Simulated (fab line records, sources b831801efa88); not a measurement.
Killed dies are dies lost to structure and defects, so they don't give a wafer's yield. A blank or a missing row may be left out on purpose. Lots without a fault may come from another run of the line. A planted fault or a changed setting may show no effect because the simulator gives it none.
Which tool did it? | flow sky130 | 12 lots, 36 wafers sampled, at 5 steps of a route of 708

WHAT THE GAUGES READ, wafer by wafer
SKY_FIELD_ISO_BOW_MEAS_00.
lot  | measured    | on            | INCOMING_BOW (um)
L540 | day 1 10:01 | film_metro-01 | 12 -6 2
L541 | day 1 15:01 | film_metro-03 | 7 -9 8
L542 | day 1 20:02 | film_metro-03 | -3 -7 6
L544 | day 2 06:01 | film_metro-03 | -2 4 4
L545 | day 2 11:01 | film_metro-02 | 4 8 6
L547 | day 2 21:02 | film_metro-03 | -5 -7 -9
L549 | day 3 07:00 | film_metro-02 | -7 4 0
L556 | day 4 18:00 | film_metro-01 | 10 7 8
L558 | day 5 04:00 | film_metro-02 | -15 2 3
L560 | day 5 14:00 | film_metro-03 | -3 1 -9
L561 | day 5 19:02 | film_metro-02 | 3 2 10
L563 | day 6 05:00 | film_metro-03 | 2 -8 3

SKY_NWELL_TW_MEAS_26.
lot  | measured     | on            | NWELL_2_TW
L540 | day 5 07:31  | film_metro-01 | 495.8 496.7 495.4
L541 | day 5 11:35  | film_metro-01 | 499.2 494.4 497.6
L542 | day 5 20:27  | film_metro-01 | 496.4 498.7 496.4
L544 | day 6 07:43  | film_metro-04 | 496.3 492.6 494.5
L545 | day 6 11:05  | film_metro-04 | 491.7 494.5 495.6
L547 | day 7 01:01  | film_metro-01 | 493.1 494.6 496.4
L549 | day 7 10:59  | film_metro-04 | 495.2 494.8 495.9
L556 | day 9 08:11  | film_metro-04 | 553.4 555.4 553.1
L558 | day 10 01:56 | film_metro-03 | 557.4 559.4 558.1
L560 | day 10 11:30 | film_metro-04 | 491.8 493.0 494.5
L561 | day 10 17:25 | film_metro-03 | 495.6 493.9 495.5
L563 | day 11 06:57 | film_metro-04 | 497.4 498.7 499.7

SKY_VT_ADJUST_LVTN_TW_MEAS_10.
lot  | measured     | on            | VT_ADJUST_LVTN_TW
L540 | day 6 21:04  | film_metro-02 | 242.6 242.6 243.4
L541 | day 7 02:22  | film_metro-04 | 240.7 239.9 239.4
L542 | day 7 12:25  | film_metro-01 | 241.8 240.8 240.4
L544 | day 8 00:19  | film_metro-04 | 240.3 240.9 240.5
L545 | day 8 02:31  | film_metro-01 | 240.3 240.0 239.9
L547 | day 8 18:34  | film_metro-01 | 240.9 241.8 241.1
L549 | day 9 04:46  | film_metro-01 | 240.8 239.7 239.6
L556 | day 11 06:16 | film_metro-04 | 241.2 241.6 242.0
L558 | day 12 01:42 | film_metro-01 | 239.4 240.7 241.0
L560 | day 12 12:43 | film_metro-01 | 240.8 239.6 240.9
L561 | day 12 17:28 | film_metro-02 | 241.9 241.4 242.1
L563 | day 13 08:20 | film_metro-04 | 241.8 241.6 241.9

WHICH TOOL RAN EACH LOT (tool, then ch and the chambers of the sampled wafers, then the start)
lot  | SKY_NWELL_IMPLANT_24            | SKY_VT_ADJUST_HVTP_STRIP_10
L540 | implanter-03 ch 0, day 5 07:16  | plasma_asher-02 ch 0,1, day 6 00:53
L541 | implanter-03 ch 0, day 5 11:22  | plasma_asher-01 ch 0,1, day 6 06:14
L542 | implanter-02 ch 0, day 5 20:14  | plasma_asher-01 ch 0,1, day 6 16:20
L544 | implanter-04 ch 0, day 6 07:28  | plasma_asher-01 ch 0, day 7 04:05
L545 | implanter-04 ch 0, day 6 10:52  | plasma_asher-01 ch 0,1, day 7 06:12
L547 | implanter-02 ch 0, day 7 00:48  | plasma_asher-04 ch 0,1, day 7 21:17
L549 | implanter-04 ch 0, day 7 10:44  | plasma_asher-01 ch 0,1, day 8 08:24
L556 | implanter-04 ch 0, day 9 07:56  | plasma_asher-04 ch 0,1, day 10 06:59
L558 | implanter-04 ch 0, day 10 01:41 | plasma_asher-01 ch 0,1, day 11 01:41
L560 | implanter-03 ch 0, day 10 11:15 | plasma_asher-04 ch 0,1, day 11 11:41
L561 | implanter-02 ch 0, day 10 17:12 | plasma_asher-01 ch 0,1, day 11 17:12
L563 | implanter-03 ch 0, day 11 06:42 | plasma_asher-04 ch 0,1, day 12 07:07
- SKY_NWELL_IMPLANT_24
- SKY_VT_ADJUST_HVTP_STRIP_10: strips in O2/N2.

WHAT THE TOOLS THEMSELVES READ (means of the sampled wafers that have a number; where no wafer has one, the mark that the record gives instead)
SKY_NWELL_IMPLANT_24.
lot  | tool         | beam_energy_keV | dose_ions_cm2 | faraday_current_uA
L540 | implanter-03 | 139.98          | 9.200e+12     | 51.3
L541 | implanter-03 | 140.00          | 9.200e+12     | 52.8
L542 | implanter-02 | 140.03          | 9.208e+12     | 51.9
L544 | implanter-04 | 140.01          | 9.209e+12     | 50.9
L545 | implanter-04 | 140.04          | 9.212e+12     | 50.7
L547 | implanter-02 | 139.97          | 9.196e+12     | 52.2
L549 | implanter-04 | 139.97          | 9.197e+12     | 52.2
L556 | implanter-04 | 140.00          | 1.344e+13     | 77.9
L558 | implanter-04 | 140.00          | 1.345e+13     | 76.0
L560 | implanter-03 | 139.98          | 9.218e+12     | 51.7
L561 | implanter-02 | 139.96          | 9.200e+12     | 52.5
L563 | implanter-03 | 140.02          | 9.204e+12     | 52.6

SKY_VT_ADJUST_HVTP_STRIP_10.
lot  | tool            | chamber_pressure_mTorr (mTorr) | drypump_motor_current_A (A) | oes_product_au (a.u.) | strip_time_to_endpoint_s (s)
L540 | plasma_asher-02 | 1499.2                         | 5.48                        | 0.717                 | 14.17
L541 | plasma_asher-01 | 1500.8                         | 5.72                        | 0.715                 | 14.16
L542 | plasma_asher-01 | 1500.5                         | 5.84                        | 0.713                 | 14.18
L544 | plasma_asher-01 | 1499.4                         | 5.55                        | 0.715                 | 14.23
L545 | plasma_asher-01 | 1499.6                         | 5.85                        | 0.717                 | 14.22
L547 | plasma_asher-04 | 1499.3                         | 5.41                        | 0.714                 | 14.24
L549 | plasma_asher-01 | 1500.2                         | 5.72                        | 0.713                 | 14.25
L556 | plasma_asher-04 | 1501.7                         | 5.41                        | 0.716                 | 14.24
L558 | plasma_asher-01 | 1500.1                         | 5.86                        | 0.720                 | 14.22
L560 | plasma_asher-04 | 1498.9                         | 5.59                        | 0.715                 | 14.23
L561 | plasma_asher-01 | 1498.4                         | 5.86                        | 0.714                 | 14.24
L563 | plasma_asher-04 | 1500.3                         | 5.42                        | 0.712                 | 14.16

THE ANSWER, worked out from the rows above alone
Rule: what is usual is taken from the lots themselves. Put in order of their means at a reading, lots are off if they are a third of the lots or fewer, leave a main group of 4 or more, and stand apart from it by a gap of 3 or more times the standard deviation of the main group's means; of several such gaps the widest counts. A main group whose means are all the same, to the digits that the tables above print for the reading, isn't used. A lot without any number at a reading at which 4 lots or more have one is off too. The other lots that the step has rows for count as sound. The gauges are gone through in route order, then the tools' own readings, and for those a lot's mean is taken as printed above. The first step at which some lot is off is used, and at that step the reading that is off furthest; a lot without a number counts as furthest.
Off: L556, L558, at SKY_NWELL_TW_MEAS_26 (NWELL_2_TW). The main group: mean 495.5, standard deviation 1.6.
A tool fits if, at a process step before that reading, it ran every lot that is off, and no sound lot after the first of them. The gauges at SKY_NWELL_TW_MEAS_26 aren't tried: what is off there is off at SKY_NWELL_IMPLANT_24 too, on other tools, and a gauge's error can't cause that. One fits: implanter-04 at SKY_NWELL_IMPLANT_24. Its last sound lot is L549 (day 7 10:44), its first lot that is off L556 (day 9 07:56): a fault that began between those two fits.
The tool's own readings at SKY_NWELL_IMPLANT_24 bear it out: on the lots that are off they differ by more than 5 times the standard deviation of the sound lots' means. dose_ions_cm2 reads 1.344e+13 there against 9.204e+12 on the sound lots; faraday_current_uA reads 77.0 there against 51.9 on the sound lots.

WHAT THE SIMULATOR HAD PUT IN
Process parameter drift: implanter-04, from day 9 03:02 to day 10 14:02, at SKY_NWELL_IMPLANT_24. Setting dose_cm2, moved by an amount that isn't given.
Lots struck among those shown: L556, L558. The rule above found the same.
